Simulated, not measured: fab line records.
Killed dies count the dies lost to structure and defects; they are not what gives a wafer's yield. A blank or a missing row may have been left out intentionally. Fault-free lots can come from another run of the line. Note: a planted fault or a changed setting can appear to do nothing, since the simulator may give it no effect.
Struck lot and sound lot, side by side / flow sky130 / 16 steps out of a route of 708
Sound: these wafers, L493.2, L493.4, L493.6. Struck: wafer L501.4. (L501.2 of the same lot was not struck and is left out.) The cause comes at the end.
At each step with rows: each side's tool, then ch and its chambers, then its first start. Under that, the readings that differ: sound wafers / struck wafers / difference of the means / sigmas: that difference in standard deviations of wafers without a fault.
alike: readings whose means differ by less than 2 such deviations, and words and numbers that are the same on both sides. not compared: withheld readings, readings that some wafer has no value for, bounds like >300 that may hide the same value, and numbers for which the record gives no deviation and whose values overlap.
Wherever a step has rows on one side only, a row that says differs or no value, or a row with sigmas, the two part there. Numbers that have no deviation but don't overlap get no sigmas and don't part them. Lack of a reading on every wafer of one side parts them only where that side has two or more wafers.

first, 8 steps without rows for these wafers: SKY_POLY_GATE_DEHYDRATE_05 (time 60 s); SKY_POLY_GATE_HMDS_06 (prime time 60 s); SKY_POLY_GATE_COAT_07 (resist thk 110 nm); SKY_POLY_GATE_COAT_08 (resist thk 450 nm); SKY_POLY_GATE_SOFTBAKE_09 (time 90 s); SKY_POLY_GATE_EXPOSE_10 (exposes mask P1M, target cd 150 nm); SKY_POLY_GATE_PEB_11; SKY_POLY_GATE_DEVELOP_12 (develop time 60 s).
SKY_POLY_GATE_CD_MEAS_13 targets a cd of 150 nm.
  struck on cd_sem-02, day 20 01:40; sound on cd_sem-02, day 17 19:08
  alike: cd_nm
SKY_POLY_GATE_OVL_MEAS_14:
  struck on overlay-02, day 20 01:46; sound on overlay-02, day 17 19:14
  alike: POLY_GATE_OVL
SKY_POLY_GATE_ETCH_15: etches BARC in N2/H2, stops on SiO2, time 118.5 s, target depth 110 nm.
  sound on rie_diel-02 ch 1,3, day 17 19:16; struck on rie_diel-03 ch 1, day 20 01:48
reading=run_length_s (s); sound=146.7 146.2 145.8; struck=147.4; difference=+1.2; sigmas=+3
  alike: drypump_motor_current_A, oes_product_au, throttle_valve_pct
  not compared: rf_hours_counter_h
SKY_POLY_GATE_ETCH_16: etches Si3N4 in CH3F/O2, stops on poly-Si, time 147.5 s, target depth 75 nm.
  sound on rie_diel-02 ch 1,3, day 17 19:22; struck on rie_diel-03 ch 1, day 20 01:53
reading=run_length_s (s); sound=175.5 174.9 174.8; struck=176.2; difference=+1.1; sigmas=+2
reading=throttle_valve_pct (%); sound=10.524 10.516 10.532; struck=10.551; difference=+0.027; sigmas=+3
  alike: O2_flow_sccm, drypump_motor_current_A, oes_product_au
  not compared: rf_hours_counter_h
SKY_POLY_GATE_ETCH_17: etches poly-Si in HBr/Cl2, stops on SiO2, target depth 180 nm, time 70.5 s.
  sound on rie_si-01 ch 0,3, day 17 19:28; struck on rie_si-02 ch 3, day 20 01:59
reading=oes_product_au (a.u.); sound=0.986 0.990 0.980; struck=0.836; difference=-0.149; sigmas=-21
reading=run_length_s (s); sound=99.3 97.9 99.0; struck=115.2; difference=+16.5; sigmas=+43
reading=model.KrF-thick_of_POLY_GATE_COAT_08.thk_nm (nm); sound=139 138.9 140.8; struck=119.5; difference=-20.1; sigmas=
reading=model.SiO2_of_SONOS_ONO_CVD_04.thk_nm (nm); sound=4.263 4.276 4.443; struck=3.413; difference=-0.914; sigmas=
  alike: drypump_motor_current_A, throttle_valve_pct
  not compared: rf_hours_counter_h
SKY_POLY_GATE_STRIP_18: strips in O2/N2.
  sound on plasma_asher-04 ch 0,1, day 17 19:31; struck on plasma_asher-01 ch 0, day 20 02:02
reading=oes_product_au (a.u.); sound=0.368 0.365 0.359; struck=0.343; difference=-0.021; sigmas=-5
reading=strip_time_to_endpoint_s (s); sound=3.135 3.171 3.187; struck=2.937; difference=-0.227; sigmas=-8
  alike: drypump_motor_current_A
  not compared: rf_hours_counter_h
then, 1 step without rows for these wafers: SKY_POLY_GATE_CLEAN_19 (cleans in SC1/SC2, time 150 s).
-- the record jumps here: 29 days lie between the struck wafers' starts before and after (it left off in module POLY_GATE and takes up again in module PAD_OPEN, whose first step shown is number 708 of the route) --
SKY_PAD_OPEN_PROBE_99:
  struck on prober-01, day 48 20:47; sound on prober-02, day 47 10:38
reading=killed_open; sound=51 45 50; struck=64; difference=+15; sigmas=+2
reading=model.etest.tip_sonos.rs_ohm_sq; sound=2697 2675 2701; struck=2488; difference=-203; sigmas=
reading=model.etest.tip_n.rs_ohm_sq; sound=442.8 441.6 441.8; struck=432.6; difference=-9.5; sigmas=
reading=model.etest.res_pdiff_hv.rs_ohm_sq; sound=199.3 199.1 198.7; struck=186.1; difference=-12.9; sigmas=
  alike: killed_at_M0_to_M3, killed_at_M4_up, killed_at_contacts, killed_at_front_end, killed_at_other, killed_dies, killed_short

## WHERE THEY PART
At SKY_POLY_GATE_ETCH_15 first; at SKY_PAD_OPEN_PROBE_99 last (within this record only).

WHY: whatever the simulator had introduced
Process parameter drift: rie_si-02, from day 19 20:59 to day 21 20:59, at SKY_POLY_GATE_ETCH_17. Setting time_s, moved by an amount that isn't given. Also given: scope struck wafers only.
